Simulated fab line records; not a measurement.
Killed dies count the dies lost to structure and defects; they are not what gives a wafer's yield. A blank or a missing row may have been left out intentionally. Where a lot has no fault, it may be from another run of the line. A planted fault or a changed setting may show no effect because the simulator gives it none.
fab line records ; flow gf180mcu ; part 1 of 2: steps 1 to 30 of 38
record: lots: 5; wafers: 15; last-day: 34
route steps=602 shown M1@319 V1@335
lots untouched by any fault: they come from a run of this same line in which no faults occurred
start-h: start of the lot's first displayed wafer, in hours after the record's first day ; wait-h: time in hours since the lot's previous step ; " unchanged from the row above ; L1.1+2: a row that stands for several wafers ; - no value present, or no start provided ; * or withheld: withheld ; < > ~ a bound
route shown NAME@n: names a module that has steps shown in the file, with the first one's number in the route ; usual: mean and standard deviation over wafers with no fault ; same: alike in all rows ; chamber/n: place in a boat ; sites: readings site by site ; _std_site: standard deviation across them ; _edge_site: mean of outer sites minus mean of inner sites ; radius-mm: for every site, how far away it sits from the centre of the wafer ; mask NAME#n: copy n ; behind: the tool/chamber that last shaped the wafer ; hold: reason for holding the lot/hours on hold/outcome of the hold ; device: which transistor (n, p or np) failed to switch ; end of line: tests run on the same wafers once the route is complete ; where a step has no rows: the recipe by itself ; killed: dies lost to structure and defects at the first sort, not the wafer's yield ; map: per-die view of a wafer (x killed, . not killed, _ where there is no die)
set.NAME: the setting that was run; set.NAME@STEP: the one run at that earlier step ; model.NAME: the simulator's own value behind a step, which no gauge read
lots at some steps of the route; a table a step, a row a wafer
services: from which hour (start-h, from the record's first day; less than 0 if before it) a tool's chamber was out of use, for how many hours, and why
== steps ==
step: GF_M1_SPUTTER_04
recipe: material: TiN; target-thk-nm: 50; power-w: 6500; time-s: 41.7; chamber-pressure-pa: 0.4
usual: throttle-valve-pct: 30.2/1
lot.wafer;tool;chamber;start-h;wait-h;throttle-valve-pct
L078.2;pvd-sputter-04;-;400.41;0.0;31.4
L078.4;pvd-sputter-04;-;400.41;0.0;30.2
L078.5;pvd-sputter-04;-;400.41;0.0;30.0
L086.4;pvd-sputter-04;-;470.60;0.0;29.2
L086.5;pvd-sputter-04;-;470.60;0.0;31.1
L086.6;pvd-sputter-04;-;470.60;0.0;28.9
L092.2;pvd-sputter-02;-;522.07;0.0;30.4
L092.4;pvd-sputter-02;-;522.07;0.0;29.2
L092.6;pvd-sputter-02;-;522.07;0.0;29.0
L094.1;pvd-sputter-02;-;541.21;0.0;29.3
L094.2;pvd-sputter-02;-;541.21;0.0;30.1
L094.4;pvd-sputter-02;-;541.21;0.0;30.4
L096.1;pvd-sputter-03;-;551.91;0.0;31.3
L096.4;pvd-sputter-03;-;551.91;0.0;31.7
L096.6;pvd-sputter-03;-;551.91;0.0;29.6
step: GF_M1_RS_MEAS_05
recipe: thk-meas-gauge: four-point-probe; reads: TiN_of_M1_SPUTTER_04+Ti_of_M1_SPUTTER_03+AlCu_of_M1_SPUTTER_02+TiN_of_M1_SPUTTER_01+Ti_of_M1_SPUTTER_00
usual: M1_ALCU_RS: 0.0695/0.00082
lot.wafer;tool;chamber;start-h;wait-h;M1_ALCU_RS[ohm/sq]
L078.2;film-metro-02;-;400.47;0.0;0.0689
L078.4;film-metro-02;-;400.47;0.0;0.0685
L078.5;film-metro-02;-;400.47;0.0;0.0685
L086.4;film-metro-02;-;470.70;0.1;0.0695
L086.5;film-metro-02;-;470.70;0.1;0.0696
L086.6;film-metro-02;-;470.70;0.1;0.0692
L092.2;film-metro-02;-;522.13;0.0;0.0709
L092.4;film-metro-02;-;522.13;0.0;0.0711
L092.6;film-metro-02;-;522.13;0.0;0.0712
L094.1;film-metro-04;-;541.25;0.0;0.0693
L094.2;film-metro-04;-;541.25;0.0;0.0693
L094.4;film-metro-04;-;541.25;0.0;0.0685
L096.1;film-metro-01;-;551.95;0.0;0.0682
L096.4;film-metro-01;-;551.95;0.0;0.0680
L096.6;film-metro-01;-;551.95;0.0;0.0688
step: GF_M1_THK_MEAS_06
recipe: thk-meas-gauge: xrf; reads: AlCu_of_M1_SPUTTER_02
usual: M1_ALCU_THK: 448/6.8
lot.wafer;tool;chamber;start-h;wait-h;M1_ALCU_THK[nm]
L078.2;film-metro-02;-;400.58;0.1;453
L078.4;film-metro-02;-;400.58;0.1;459
L078.5;film-metro-02;-;400.58;0.1;457
L086.4;film-metro-02;-;470.79;0.1;450
L086.5;film-metro-02;-;470.79;0.1;447
L086.6;film-metro-02;-;470.79;0.1;452
L092.2;film-metro-02;-;522.24;0.1;441
L092.4;film-metro-02;-;522.24;0.1;439
L092.6;film-metro-02;-;522.24;0.1;438
L094.1;film-metro-04;-;541.37;0.1;452
L094.2;film-metro-04;-;541.37;0.1;451
L094.4;film-metro-04;-;541.37;0.1;455
L096.1;film-metro-01;-;552.07;0.1;451
L096.4;film-metro-01;-;552.07;0.1;448
L096.6;film-metro-01;-;552.07;0.1;448
step: GF_M1_DEHYDRATE_07
recipe: temp-c: 200; time-s: 60
lot.wafer;tool;chamber;start-h;wait-h
L078.2+4+5;litho-track-04;0;411.70;11.1
L086.4+5+6;litho-track-01;0;482.27;11.5
L092.2+4+6;litho-track-02;0;533.04;10.8
L094.1+2+4;litho-track-01;0;551.59;10.2
L096.1+4+6;litho-track-01;0;562.69;10.6
step: GF_M1_HMDS_08
recipe: prime-time-s: 60; prime-temp-c: 120
lot.wafer;tool;chamber;start-h;wait-h
L078.2+4+5;litho-track-04;0;411.85;0.1
L086.4+5+6;litho-track-01;0;482.42;0.1
L092.2+4+6;litho-track-02;0;533.19;0.1
L094.1+2+4;litho-track-01;0;551.74;0.1
L096.1+4+6;litho-track-01;0;562.84;0.1
step: GF_M1_COAT_09
recipe: resist: KrF; spin-rpm: withheld; resist-thk-nm: 1000
lot.wafer;tool;chamber;start-h;wait-h
L078.2+4+5;litho-track-04;0;412.00;0.1
L086.4+5+6;litho-track-01;0;482.57;0.1
L092.2+4+6;litho-track-02;0;533.34;0.1
L094.1+2+4;litho-track-01;0;551.89;0.1
L096.1+4+6;litho-track-01;0;562.99;0.1
step: GF_M1_SOFTBAKE_10
recipe: temp-c: 130; time-s: 60; resist: KrF
lot.wafer;tool;chamber;start-h;wait-h
L078.2+4+5;litho-track-04;0;412.15;0.1
L086.4+5+6;litho-track-01;0;482.72;0.1
L092.2+4+6;litho-track-02;0;533.49;0.1
L094.1+2+4;litho-track-01;0;552.04;0.1
L096.1+4+6;litho-track-01;0;563.14;0.1
step: GF_M1_EXPOSE_11
recipe: mask-id: Metal1; target-cd-nm: 230; na: 0.68; source-shape: conventional; sigma-outer: 0.6; dose-mj: 28
usual: exposure-dose-mJ-cm2: 28.01/0.03
same: sigma-outer: 0.6
lot.wafer;tool;chamber;start-h;wait-h;mask;exposure-dose-mJ-cm2
L078.2;krf-scanner-01;0;-;-;Metal1#0;28.01
L078.4;krf-scanner-01;0;-;-;Metal1#0;27.96
L078.5;krf-scanner-01;0;-;-;Metal1#0;28.00
L086.4;krf-scanner-02;0;-;-;Metal1#0;27.99
L086.5;krf-scanner-02;0;-;-;Metal1#0;28.00
L086.6;krf-scanner-02;0;-;-;Metal1#0;28.00
L092.2;krf-scanner-02;0;-;-;Metal1#0;28.01
L092.4;krf-scanner-02;0;-;-;Metal1#0;28.00
L092.6;krf-scanner-02;0;-;-;Metal1#0;28.02
L094.1;krf-scanner-02;0;-;-;Metal1#0;28.04
L094.2;krf-scanner-02;0;-;-;Metal1#0;28.02
L094.4;krf-scanner-02;0;-;-;Metal1#0;28.01
L096.1;krf-scanner-01;0;-;-;Metal1#0;28.04
L096.4;krf-scanner-01;0;-;-;Metal1#0;27.99
L096.6;krf-scanner-01;0;-;-;Metal1#0;27.96
step: GF_M1_PEB_12
recipe: peb-temp-c: 135; peb-time-s: 90; resist: KrF
lot.wafer;tool;chamber;start-h;wait-h
L078.2+4+5;litho-track-02;0;-;-
L086.4+5+6;litho-track-01;0;-;-
L092.2+4+6;litho-track-01;0;-;-
L094.1+2+4;litho-track-02;0;-;-
L096.1+4+6;litho-track-02;0;-;-
step: GF_M1_DEVELOP_13
recipe: develop-time-s: 60; dev-temp-c: 21
usual: developer-temp-C: 21.01/0.098
lot.wafer;tool;chamber;start-h;wait-h;developer-temp-C
L078.2;litho-track-02;0;424.04;0.2;21.03
L078.4;litho-track-02;0;424.04;0.2;21.08
L078.5;litho-track-02;0;424.04;0.2;21.20
L086.4;litho-track-01;0;494.07;0.1;21.09
L086.5;litho-track-01;0;494.07;0.1;21.09
L086.6;litho-track-01;0;494.07;0.1;21.06
L092.2;litho-track-01;0;544.17;0.2;21.11
L092.4;litho-track-01;0;544.17;0.2;20.94
L092.6;litho-track-01;0;544.17;0.2;20.99
L094.1;litho-track-02;0;563.17;0.2;20.92
L094.2;litho-track-02;0;563.17;0.2;20.89
L094.4;litho-track-02;0;563.17;0.2;20.90
L096.1;litho-track-02;0;573.52;0.2;21.05
L096.4;litho-track-02;0;573.52;0.2;20.91
L096.6;litho-track-02;0;573.52;0.2;21.13
step: GF_M1_CD_MEAS_14
recipe: target-cd-nm: 230
usual: cd-nm: 230.1/1.4
lot.wafer;tool;chamber;start-h;wait-h;cd-nm
L078.2;cd-sem-02;-;424.19;0.1;231.5
L078.4;cd-sem-02;-;424.19;0.1;231.9
L078.5;cd-sem-02;-;424.19;0.1;231.4
L086.4;cd-sem-01;-;494.20;0.1;231.3
L086.5;cd-sem-01;-;494.20;0.1;230.8
L086.6;cd-sem-01;-;494.20;0.1;231.1
L092.2;cd-sem-02;-;544.31;0.1;231.3
L092.4;cd-sem-02;-;544.31;0.1;230.0
L092.6;cd-sem-02;-;544.31;0.1;230.4
L094.1;cd-sem-02;-;563.32;0.1;230.2
L094.2;cd-sem-02;-;563.32;0.1;230.8
L094.4;cd-sem-02;-;563.32;0.1;230.0
L096.1;cd-sem-02;-;573.67;0.1;229.3
L096.4;cd-sem-02;-;573.67;0.1;230.9
L096.6;cd-sem-02;-;573.67;0.1;230.3
step: GF_M1_OVL_MEAS_15
usual: M1_OVL: -3/5.5
lot.wafer;tool;chamber;start-h;wait-h;M1_OVL[nm]
L078.2;overlay-01;-;424.29;0.1;-10
L078.4;overlay-01;-;424.29;0.1;-7
L078.5;overlay-01;-;424.29;0.1;-8
L086.4;overlay-01;-;494.28;0.1;-10
L086.5;overlay-01;-;494.28;0.1;1
L086.6;overlay-01;-;494.28;0.1;-3
L092.2;overlay-01;-;544.42;0.1;-11
L092.4;overlay-01;-;544.42;0.1;-6
L092.6;overlay-01;-;544.42;0.1;0
L094.1;overlay-01;-;563.44;0.1;-6
L094.2;overlay-01;-;563.44;0.1;-2
L094.4;overlay-01;-;563.44;0.1;-8
L096.1;overlay-01;-;573.79;0.1;-1
L096.4;overlay-01;-;573.79;0.1;-4
L096.6;overlay-01;-;573.79;0.1;8
step: GF_M1_METAL_ETCH_16
recipe: chemistry: Cl2/BCl3; mask-material: KrF; target-depth-nm: 627.5; stop-on: SiO2; pressure-mtorr: 8; icp-w: 800; bias-w: 140; Cl2_flow_sccm: 80; bcl3-flow-sccm: 40; time-s: 104.6
usual: chamber-pressure-mTorr: 8.000/0.0074; drypump-motor-current-A: 5.39/0.12; mfc-cl2-sccm: 79.95/0.23; oes-product-au: 0.972/0.0068; throttle-valve-pct: 28.250/0.011
lot.wafer;tool;chamber;start-h;wait-h;chamber-pressure-mTorr;drypump-motor-current-A;mfc-cl2-sccm;oes-product-au;rf-hours-counter-h;throttle-valve-pct
L078.2;rie-metal-04;0;424.32;0.0;7.993;5.36;80.37;0.973;5.6;28.254
L078.4;rie-metal-04;1;424.32;0.0;7.995;5.28;79.93;0.975;-;28.249
L078.5;rie-metal-04;0;424.32;0.0;7.999;5.36;79.92;0.975;-;28.241
L086.4;rie-metal-04;1;494.34;0.0;8.007;5.27;79.59;0.980;-;28.242
L086.5;rie-metal-04;1;494.34;0.0;8.001;5.28;79.87;0.963;-;28.259
L086.6;rie-metal-04;0;494.34;0.0;7.999;5.35;79.69;0.976;-;28.235
L092.2;rie-metal-04;0;544.45;0.0;8.005;5.37;80.20;0.953;8.1;28.267
L092.4;rie-metal-04;1;544.45;0.0;8.002;5.26;80.11;0.964;-;28.262
L092.6;rie-metal-04;1;544.45;0.0;7.992;5.26;80.01;0.966;-;28.251
L094.1;rie-metal-01;1;563.47;0.0;8.020;5.39;79.88;0.969;8.7;28.249
L094.2;rie-metal-01;0;563.47;0.0;7.997;5.29;79.92;0.968;10.4;28.225
L094.4;rie-metal-01;0;563.47;0.0;8.004;5.24;79.84;0.990;-;28.240
L096.1;rie-metal-02;0;573.82;0.0;7.996;5.60;79.74;0.979;11.0;28.230
L096.4;rie-metal-02;0;573.82;0.0;8.005;5.62;80.16;0.983;-;28.243
L096.6;rie-metal-02;0;573.82;0.0;7.986;5.64;80.10;0.974;-;28.250
step: GF_M1_STRIP_17
recipe: chemistry: O2/N2; power-w: 1400; pressure-mtorr: 1500; platen-temp-c: 250; o2-flow-sccm: 3000; n2-flow-sccm: 300; overash-fraction: 0.5
usual: chamber-pressure-mTorr: 1500.1/1.6; drypump-motor-current-A: 6.0/0.56; heater-power-w: 346/23; n2-flow-sccm: 299.7/2; oes-product-au: 0.558/0.0055; strip-time-to-endpoint-s: 7.86/0.041
lot.wafer;tool;chamber;start-h;wait-h;chamber-pressure-mTorr;drypump-motor-current-A;heater-power-w;n2-flow-sccm;oes-product-au;rf-hours-counter-h;strip-time-to-endpoint-s
L078.2;plasma-asher-04;0;424.44;0.1;1502.0;5.3;335;300.5;0.561;31;7.91
L078.4;plasma-asher-04;1;424.44;0.1;1499.9;5.1;336;299.6;0.548;-;7.83
L078.5;plasma-asher-04;0;424.44;0.1;1501.3;5.3;347;300.9;0.559;-;7.91
L086.4;plasma-asher-01;1;494.45;0.1;1501.6;5.6;379;300.4;0.559;-;7.88
L086.5;plasma-asher-01;0;494.45;0.1;1499.7;6.8;329;299.4;0.557;-;7.84
L086.6;plasma-asher-01;1;494.45;0.1;1500.7;5.6;370;300.2;0.563;-;7.87
L092.2;plasma-asher-02;0;544.56;0.1;1498.9;6.3;374;299.2;0.567;78;7.93
L092.4;plasma-asher-02;1;544.56;0.1;1498.1;5.9;312;298.8;0.566;-;7.82
L092.6;plasma-asher-02;0;544.56;0.1;1500.4;6.3;361;300.2;0.559;-;7.82
L094.1;plasma-asher-04;1;563.58;0.1;1499.4;5.2;340;300.0;0.554;48;7.85
L094.2;plasma-asher-04;0;563.58;0.1;1500.5;5.3;336;300.1;0.563;48;7.88
L094.4;plasma-asher-04;1;563.58;0.1;1501.1;5.2;336;298.8;0.565;-;7.85
L096.1;plasma-asher-02;0;574.05;0.2;1500.4;6.3;375;300.5;0.556;82;7.88
L096.4;plasma-asher-02;1;574.05;0.2;1500.5;6.0;313;300.8;0.561;-;7.89
L096.6;plasma-asher-02;0;574.05;0.2;1502.3;6.3;373;301.1;0.561;-;7.88
step: GF_M1_STRIP_18
recipe: chemistry: post-etch-residue-remover; time-s: 1200; temp-c: 72.5
usual: bath-heat-duty-pct: 14.6/1.4
lot.wafer;tool;chamber;start-h;wait-h;bath-heat-duty-pct
L078.2;wet-bench-03;0;424.54;0.1;15.3
L078.4;wet-bench-03;0;424.54;0.1;16.5
L078.5;wet-bench-03;0;424.54;0.1;16.2
L086.4;wet-bench-04;0;494.51;0.0;16.9
L086.5;wet-bench-04;0;494.51;0.0;16.1
L086.6;wet-bench-04;0;494.51;0.0;16.8
L092.2;wet-bench-01;0;544.66;0.1;12.7
L092.4;wet-bench-01;0;544.66;0.1;12.4
L092.6;wet-bench-01;0;544.66;0.1;13.0
L094.1;wet-bench-04;1;563.68;0.1;14.4
L094.2;wet-bench-04;1;563.68;0.1;14.4
L094.4;wet-bench-04;1;563.68;0.1;14.1
L096.1;wet-bench-03;0;574.15;0.1;15.5
L096.4;wet-bench-03;0;574.15;0.1;15.0
L096.6;wet-bench-03;0;574.15;0.1;16.7
step: GF_M1_CLEAN_19
recipe: chemistry: DIW; dry: n2-spin
lot.wafer;tool;chamber;start-h;wait-h
L078.2+4+5;wet-bench-04;3;424.94;0.0
L086.4+5+6;wet-bench-03;3;494.85;0.0
L092.2+4+6;wet-bench-03;1;545.00;0.0
L094.1+2+4;wet-bench-03;1;564.03;0.0
L096.1+4+6;wet-bench-04;0;574.49;0.0
step: GF_V1_CVD_00
recipe: material: SiO2; target-thk-nm: 600; sigma-open-frac: 0.3; temp-c: 400; time-s: 100; sih4-flow-sccm: 58.18; pressure-mtorr: 6
lot.wafer;tool;chamber;start-h;wait-h
L078.2+4+5;hdpcvd-01;1,2,0;425.04;0.0
L086.4+5+6;hdpcvd-01;2,1,0;494.98;0.0
L092.2+4+6;hdpcvd-01;0,2,1;545.13;0.0
L094.1+2+4;hdpcvd-02;1,0,2;564.12;0.0
L096.1+4+6;hdpcvd-01;1,1,2;574.58;0.0
step: GF_V1_THK_MEAS_01
recipe: reads: SiO2_of_V1_CVD_00
usual: V1_CVD_00_THK: 582/4.9
lot.wafer;tool;chamber;start-h;wait-h;V1_CVD_00_THK[nm]
L078.2;film-metro-04;-;425.12;0.0;586
L078.4;film-metro-04;-;425.12;0.0;581
L078.5;film-metro-04;-;425.12;0.0;582
L086.4;film-metro-04;-;495.05;0.0;580
L086.5;film-metro-04;-;495.05;0.0;578
L086.6;film-metro-04;-;495.05;0.0;575
L092.2;film-metro-01;-;545.22;0.0;582
L092.4;film-metro-01;-;545.22;0.0;588
L092.6;film-metro-01;-;545.22;0.0;584
L094.1;film-metro-04;-;564.19;0.0;581
L094.2;film-metro-04;-;564.19;0.0;581
L094.4;film-metro-04;-;564.19;0.0;582
L096.1;film-metro-01;-;574.65;0.0;587
L096.4;film-metro-01;-;574.65;0.0;575
L096.6;film-metro-01;-;574.65;0.0;579
step: GF_V1_CVD_02
recipe: material: SiO2; target-thk-nm: 850; precursor: TEOS; temp-c: 400; time-s: 94.851; rf-w: 600
usual: heater-power-w: 633/69
lot.wafer;tool;chamber;start-h;wait-h;heater-power-w
L078.2;pecvd-02;2;425.17;0.0;614
L078.4;pecvd-02;1;425.17;0.0;522
L078.5;pecvd-02;0;425.17;0.0;507
L086.4;pecvd-02;2;495.11;0.1;692
L086.5;pecvd-02;1;495.11;0.1;627
L086.6;pecvd-02;0;495.11;0.1;606
L092.2;pecvd-02;1;545.27;0.0;570
L092.4;pecvd-02;2;545.27;0.0;650
L092.6;pecvd-02;0;545.27;0.0;611
L094.1;pecvd-02;0;564.25;0.1;542
L094.2;pecvd-02;1;564.25;0.1;641
L094.4;pecvd-02;0;564.25;0.1;587
L096.1;pecvd-01;0;574.71;0.1;674
L096.4;pecvd-01;1;574.71;0.1;544
L096.6;pecvd-01;1;574.71;0.1;573
step: GF_V1_THK_MEAS_03
recipe: reads: SiO2_of_V1_CVD_02
usual: V1_CVD_02_THK: 851/10
lot.wafer;tool;chamber;start-h;wait-h;V1_CVD_02_THK[nm]
L078.2;film-metro-01;-;425.25;0.0;831
L078.4;film-metro-01;-;425.25;0.0;845
L078.5;film-metro-01;-;425.25;0.0;848
L086.4;film-metro-01;-;495.18;0.0;842
L086.5;film-metro-01;-;495.18;0.0;856
L086.6;film-metro-01;-;495.18;0.0;851
L092.2;film-metro-01;-;545.35;0.0;851
L092.4;film-metro-01;-;545.35;0.0;859
L092.6;film-metro-01;-;545.35;0.0;862
L094.1;film-metro-04;-;564.32;0.0;824
L094.2;film-metro-04;-;564.32;0.0;833
L094.4;film-metro-04;-;564.32;0.0;848
L096.1;film-metro-03;-;574.82;0.1;838
L096.4;film-metro-03;-;574.82;0.1;852
L096.6;film-metro-03;-;574.82;0.1;851
step: GF_V1_CMP_04
recipe: material: SiO2; down-force-psi: 4; platen-rpm: 60; pad-velocity-m-s: 0.94248
usual: motor-current-A: 11.3/1.1; retaining-ring-pressure-frac: 1.000/0.0049; time-to-endpoint-s: 81/4.7
lot.wafer;tool;chamber;start-h;wait-h;motor-current-A;retaining-ring-pressure-frac;time-to-endpoint-s
L078.2;cmp-02;3;425.30;0.0;9.4;0.996;73
L078.4;cmp-02;2;425.30;0.0;10.4;0.992;83
L078.5;cmp-02;0;425.30;0.0;12.1;1.000;83
L086.4;cmp-01;1;495.31;0.1;10.0;0.999;75
L086.5;cmp-01;3;495.31;0.1;11.8;0.999;80
L086.6;cmp-01;0;495.31;0.1;11.3;0.995;77
L092.4;cmp-01;1;545.40;0.0;10.6;0.994;81
L092.2;cmp-01;3;545.40;0.0;11.4;1.009;78
L092.6;cmp-01;1;545.40;0.0;10.8;0.988;82
L094.4;cmp-02;1;564.38;0.0;11.9;1.007;82
L094.1;cmp-02;3;564.38;0.0;9.2;1.006;69
L094.2;cmp-02;0;564.38;0.0;11.9;0.995;73
L096.4;cmp-02;0;577.25;2.4;12.1;1.004;81
L096.1;cmp-02;2;577.25;2.4;10.7;1.000;77
L096.6;cmp-02;3;577.25;2.4;9.1;1.000;84
step: GF_V1_BOW_MEAS_05
recipe: mode: bow
usual: V1_BOW: 82/6.7
lot.wafer;tool;chamber;start-h;wait-h;V1_BOW[um]
L078.2;film-metro-04;-;425.62;0.3;93
L078.4;film-metro-04;-;425.62;0.3;79
L078.5;film-metro-04;-;425.62;0.3;85
L086.4;film-metro-01;-;495.57;0.2;81
L086.5;film-metro-01;-;495.57;0.2;78
L086.6;film-metro-01;-;495.57;0.2;79
L092.2;film-metro-01;-;545.72;0.2;73
L092.4;film-metro-01;-;545.72;0.2;75
L092.6;film-metro-01;-;545.72;0.2;86
L094.1;film-metro-04;-;564.68;0.1;80
L094.2;film-metro-04;-;564.68;0.1;80
L094.4;film-metro-04;-;564.68;0.1;85
L096.1;film-metro-03;-;577.53;0.1;84
L096.4;film-metro-03;-;577.53;0.1;81
L096.6;film-metro-03;-;577.53;0.1;83
step: GF_V1_DEHYDRATE_06
recipe: temp-c: 200; time-s: 60
lot.wafer;tool;chamber;start-h;wait-h
L078.2+4+5;litho-track-02;0;436.94;11.3
L086.4+5+6;litho-track-03;0;507.05;11.5
L092.2+4+6;litho-track-02;0;556.19;10.5
L094.1+2+4;litho-track-04;0;574.77;10.1
L096.1+4+6;litho-track-03;0;587.27;9.7
step: GF_V1_HMDS_07
recipe: prime-time-s: 60; prime-temp-c: 120
lot.wafer;tool;chamber;start-h;wait-h
L078.2+4+5;litho-track-02;0;437.09;0.1
L086.4+5+6;litho-track-03;0;507.20;0.1
L092.2+4+6;litho-track-02;0;556.34;0.1
L094.1+2+4;litho-track-04;0;574.92;0.1
L096.1+4+6;litho-track-03;0;587.42;0.1
step: GF_V1_COAT_08
recipe: resist: BARC; temp-c: withheld; time-s: withheld; spin-rpm: withheld; resist-thk-nm: withheld
lot.wafer;tool;chamber;start-h;wait-h
L078.2+4+5;litho-track-02;0;437.24;0.1
L086.4+5+6;litho-track-03;0;507.35;0.1
L092.2+4+6;litho-track-02;0;556.49;0.1
L094.1+2+4;litho-track-04;0;575.07;0.1
L096.1+4+6;litho-track-03;0;587.57;0.1
step: GF_V1_COAT_09
recipe: resist: KrF; spin-rpm: withheld; resist-thk-nm: 1000
lot.wafer;tool;chamber;start-h;wait-h
L078.2+4+5;litho-track-02;0;-;-
L086.4+5+6;litho-track-03;0;-;-
L092.2+4+6;litho-track-02;0;-;-
L094.1+2+4;litho-track-04;0;-;-
L096.1+4+6;litho-track-03;0;-;-
step: GF_V1_SOFTBAKE_10
recipe: temp-c: 130; time-s: 60; resist: KrF
lot.wafer;tool;chamber;start-h;wait-h
L078.2+4+5;litho-track-02;0;-;-
L086.4+5+6;litho-track-03;0;-;-
L092.2+4+6;litho-track-02;0;-;-
L094.1+2+4;litho-track-04;0;-;-
L096.1+4+6;litho-track-03;0;-;-
step: GF_V1_EXPOSE_11
recipe: mask-id: Via1; target-cd-nm: 260; na: 0.68; source-shape: conventional; sigma-outer: 0.6; dose-mj: 38
usual: exposure-dose-mJ-cm2: 37.99/0.036
same: sigma-outer: 0.6
lot.wafer;tool;chamber;start-h;wait-h;mask;exposure-dose-mJ-cm2
L078.2;krf-scanner-02;0;-;-;Via1#0;38.00
L078.4;krf-scanner-02;0;-;-;Via1#0;37.99
L078.5;krf-scanner-02;0;-;-;Via1#0;37.99
L086.4;krf-scanner-02;0;-;-;Via1#0;37.99
L086.5;krf-scanner-02;0;-;-;Via1#0;37.99
L086.6;krf-scanner-02;0;-;-;Via1#0;37.96
L092.2;krf-scanner-01;0;-;-;Via1#0;37.97
L092.4;krf-scanner-01;0;-;-;Via1#0;37.93
L092.6;krf-scanner-01;0;-;-;Via1#0;37.98
L094.1;krf-scanner-01;0;-;-;Via1#0;38.00
L094.2;krf-scanner-01;0;-;-;Via1#0;38.00
L094.4;krf-scanner-01;0;-;-;Via1#0;37.96
L096.1;krf-scanner-01;0;-;-;Via1#0;37.98
L096.4;krf-scanner-01;0;-;-;Via1#0;38.02
L096.6;krf-scanner-01;0;-;-;Via1#0;37.97
step: GF_V1_PEB_12
recipe: peb-temp-c: 135; peb-time-s: 90; resist: KrF
lot.wafer;tool;chamber;start-h;wait-h
L078.2+4+5;litho-track-04;0;-;-
L086.4+5+6;litho-track-03;0;-;-
L092.2+4+6;litho-track-02;0;-;-
L094.1+2+4;litho-track-03;0;-;-
L096.1+4+6;litho-track-03;0;-;-
step: GF_V1_DEVELOP_13
recipe: develop-time-s: 60; resist: KrF; dev-temp-c: 21
usual: developer-temp-C: 21.00/0.094
lot.wafer;tool;chamber;start-h;wait-h;developer-temp-C
L078.2;litho-track-04;0;450.10;0.2;21.09
L078.4;litho-track-04;0;450.10;0.2;20.92
L078.5;litho-track-04;0;450.10;0.2;21.00
L086.4;litho-track-03;0;518.85;0.1;21.05
L086.5;litho-track-03;0;518.85;0.1;20.80
L086.6;litho-track-03;0;518.85;0.1;20.95
L092.2;litho-track-02;0;567.24;0.2;21.14
L092.4;litho-track-02;0;567.24;0.2;20.96
L092.6;litho-track-02;0;567.24;0.2;21.05
L094.1;litho-track-03;0;585.32;0.2;21.09
L094.2;litho-track-03;0;585.32;0.2;21.20
L094.4;litho-track-03;0;585.32;0.2;21.08
L096.1;litho-track-03;0;599.12;0.2;21.12
L096.4;litho-track-03;0;599.12;0.2;21.02
L096.6;litho-track-03;0;599.12;0.2;20.78
